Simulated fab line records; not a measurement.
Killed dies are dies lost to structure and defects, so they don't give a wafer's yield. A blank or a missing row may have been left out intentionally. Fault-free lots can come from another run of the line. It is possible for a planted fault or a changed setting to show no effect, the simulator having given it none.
Comparing a struck lot with a sound one || flow sky130 || 15 out of 708 route steps
Sound: wafers L457.1, L457.4, L457.6. Struck: wafers L463.2, L463.3, L463.4. At the end, the cause is stated.
Each step with rows lists, per side, the tool, then ch with its chambers, then its first start. Under that, the readings that differ: sound wafers || struck wafers || difference of the means || sigmas: that difference in standard deviations of wafers without a fault.
alike: words and numbers the same on both sides, and readings whose means are apart by under 2 such deviations; not compared: readings that were withheld, readings missing a value for some wafer, numbers with overlapping values and no deviation given by the record, and bounds like >300 which may hide the same value.
Wherever a step has rows on one side only, a row that says differs or no value, or a row with sigmas, the two part there. When numbers do not overlap yet have no deviation, they are printed without sigmas and do not part them. Lack of a reading on every wafer of one side parts them only where that side has two or more wafers.

first, 4 steps without rows for these wafers: SKY_LI_CONTACT_SOFTBAKE_08 (time 90 s); SKY_LI_CONTACT_EXPOSE_09 (exposes mask LICM1, target cd 170 nm); SKY_LI_CONTACT_PEB_10; SKY_LI_CONTACT_DEVELOP_11 (develop time 60 s).
SKY_LI_CONTACT_CD_MEAS_12: target cd 170 nm.
  sound: cd-sem-02 at day 31 00:19; struck: cd-sem-01 at day 32 10:20
  alike: cd-nm
SKY_LI_CONTACT_OVL_MEAS_13:
  sound: overlay-02 at day 31 00:26; struck: overlay-01 at day 32 10:26
  alike: LI_CONTACT_OVL
SKY_LI_CONTACT_ETCH_14: etches BARC in N2/H2, stops on SiO2, time 45.9 s, target depth 60 nm.
  sound on rie-diel-02 ch 1,2,3, day 31 00:28; struck on rie-diel-02 ch 1,2,3, day 32 10:28
  alike: drypump-motor-current-A, h2-flow-sccm, oes-product-au, throttle-valve-pct
  not compared: rf-hours-counter-h
SKY_LI_CONTACT_ETCH_15: etches PSG in C4F8/O2/Ar, stops on Si, target depth 600 nm.
  sound on rie-diel-02 ch 1,2,3, day 31 00:31; struck on rie-diel-02 ch 1,2,3, day 32 10:31
  alike: oes-product-au
SKY_LI_CONTACT_STRIP_16: strips in O2/N2.
  sound on plasma-asher-03 ch 0,1, day 31 00:36; struck on plasma-asher-01 ch 0,1, day 32 10:36
  alike: drypump-motor-current-A, oes-product-au, strip-time-to-endpoint-s
  not compared: rf-hours-counter-h
then, 2 steps without rows for these wafers: SKY_LI_CONTACT_CLEAN_17 (cleans in NMP, time 600 s); SKY_LI_CONTACT_PRE_CLEAN_18 (time 5.6 s).
SKY_LI_CONTACT_SPUTTER_19: material Ti, target thk 20 nm, time 106.37 s.
  sound: pvd-sputter-02 at day 31 00:53; struck: pvd-sputter-02 at day 32 11:04
  alike: cathode-dc-power-W, chamber-pressure-pa, throttle-valve-pct
SKY_LI_CONTACT_SPUTTER_20: material TiN, target thk 20 nm, time 80 s.
  sound: pvd-sputter-02 at day 31 00:58; struck: pvd-sputter-02 at day 32 11:08
{"reading": "chamber-pressure-pa (Pa)", "sound": "4.986 5.019 5.015", "struck": "4.289 4.273 4.262", "difference": -0.732, "sigmas": -73}
{"reading": "model.TiN_of_LI_CONTACT_SPUTTER_20.thk-nm (nm)", "sound": "20.07 20.05 20.23", "struck": "22.9 23.11 23.22", "difference": "+3.0", "sigmas": ""}
  alike: cathode-dc-power-W, throttle-valve-pct
SKY_LI_CONTACT_CVD_21: deposits W, target thk 400 nm, time 120.56 s.
  sound on cvd-w-01 ch 1, day 31 01:02; struck on cvd-w-01 ch 0,1, day 32 11:12
  alike: heater-power-w
-- record jumps: 16 days separate the struck wafers' starts on either side; left off in module LI_CONTACT, taken up again in module PAD_OPEN, whose first shown step is the route's number 708 --
SKY_PAD_OPEN_PROBE_99:
  sound: prober-02 at day 47 01:57; struck: prober-01 at day 48 04:29
  alike: killed_at_M0_to_M3, killed_at_M4_up, killed-at-contacts, killed-at-front-end, killed-at-other, killed-dies, killed-open, killed-short

== WHERE THEY PART ==
Within this record, at SKY_LI_CONTACT_SPUTTER_20 only. Later steps at which nothing parts them and some readings are alike: SKY_LI_CONTACT_CVD_21, SKY_PAD_OPEN_PROBE_99.

WHY: what the simulator had put in
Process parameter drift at SKY_LI_CONTACT_SPUTTER_20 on pvd-sputter-02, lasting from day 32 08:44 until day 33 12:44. Setting chamber-pressure-pa, moved by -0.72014, from 5. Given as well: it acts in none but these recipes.
